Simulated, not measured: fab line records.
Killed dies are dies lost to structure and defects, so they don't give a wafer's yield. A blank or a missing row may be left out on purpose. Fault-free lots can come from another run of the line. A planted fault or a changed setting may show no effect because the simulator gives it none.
One fault seen from 2 desks | flow sky130 | each desk holds nothing but its own numbers, with what lay behind them at the end

## AT THE METROLOGY DESK
Lot by lot, what the gauges showed, no matter which tool ran the lot: averages of those sampled wafers that carry a number. If a lot's mean is further than 4 standard deviations from the usual mean, the lot is out of limits and carries the mark OUT (the distance appears in the brackets).
Columns: A = CAP2M_OVL at SKY_CAP2M_OVL_MEAS_12, usual 0.4 nm
lot  | first seen here | A
L647 | day 41 00:46    | 0.9
L648 | day 41 08:08    | 1.5
L649 | day 41 18:26    | 0.0
L650 | day 42 08:10    | 0.3
L652 | day 42 19:41    | -0.5
L653 | day 43 09:25    | 1.6
L654 | day 43 16:11    | -0.6
L655 | day 43 22:16    | 0.2
L657 | day 44 02:43    | 0.7
L660 | day 44 23:49    | 0.0
L661 | day 45 09:13    | 0.4
L664 | day 46 03:49    | 0.5
L666 | day 46 11:09    | -1.1
L668 | day 46 22:20    | 2.8
This desk's finding: nothing out of limits on any of the 14 lots.

## THE TOOL OWNER'S DESK: cmp-02
The tool's own readings at SKY_VIA3_CMP_24 (polishes, stops on SiO2, t overpolish 20 s, target thk 0 nm): means of the sampled wafers that have a number, for each lot that ran on this tool. If a lot's mean is further than 4 standard deviations from the usual mean, the lot is out of limits and carries the mark OUT (the distance appears in the brackets).
Columns: A = motor_current_A at SKY_VIA3_CMP_24, usual 10.6 A; B = overpolish_run_s at SKY_VIA3_CMP_24, usual 20.001 s; C = slurry_flow_ml_min at SKY_VIA3_CMP_24, usual 150.0; D = time_to_endpoint_s at SKY_VIA3_CMP_24, usual 95 s
lot  | first seen here | A    | B                        | C     | D
L647 | day 40 00:18    | 10.4 | 20.011                   | 149.8 | 97
L648 | day 40 07:46    | 10.5 | 19.987                   | 150.0 | 99
L652 | day 41 19:43    | 10.3 | 19.998                   | 149.9 | 95
L653 | day 42 09:13    | 9.9  | 20.001                   | 149.7 | 88
L655 | day 42 23:38    | 10.3 | 19.995                   | 150.0 | 90
L657 | day 43 03:44    | 10.3 | 20.004                   | 150.2 | 91
L660 | day 44 00:51    | 10.3 | 13.347 (-99 or more) OUT | 149.8 | 110 (+4.2) OUT
L666 | day 45 14:07    | 10.4 | 6.688 (-99 or more) OUT  | 149.6 | 132 (+10) OUT
Finding of this desk: L660, L666 out of limits; the first was L660 at day 44 00:51, on overpolish_run_s at SKY_VIA3_CMP_24. L647, L648, L652, L653, L655, L657 stayed within limits.

## TAKEN TOGETHER
An alarm could have come from the tool owner's desk at day 44 00:51, on L660, L666.
From the metrology desk's view, nothing was out of limits.
The metrology desk holds a record of L660, L666, inside its limits.
SKY_VIA3_CMP_24 was run on cmp-02 by each of the lots named.

## WHAT THE SIMULATOR HAD INSERTED
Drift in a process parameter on cmp-02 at SKY_VIA3_CMP_24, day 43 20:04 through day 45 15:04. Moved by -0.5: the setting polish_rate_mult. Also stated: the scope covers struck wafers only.
Lots struck among those shown: L660, L666.
Hours from the fault's start to each desk's first reading out of limits: the tool owner's desk, 5.
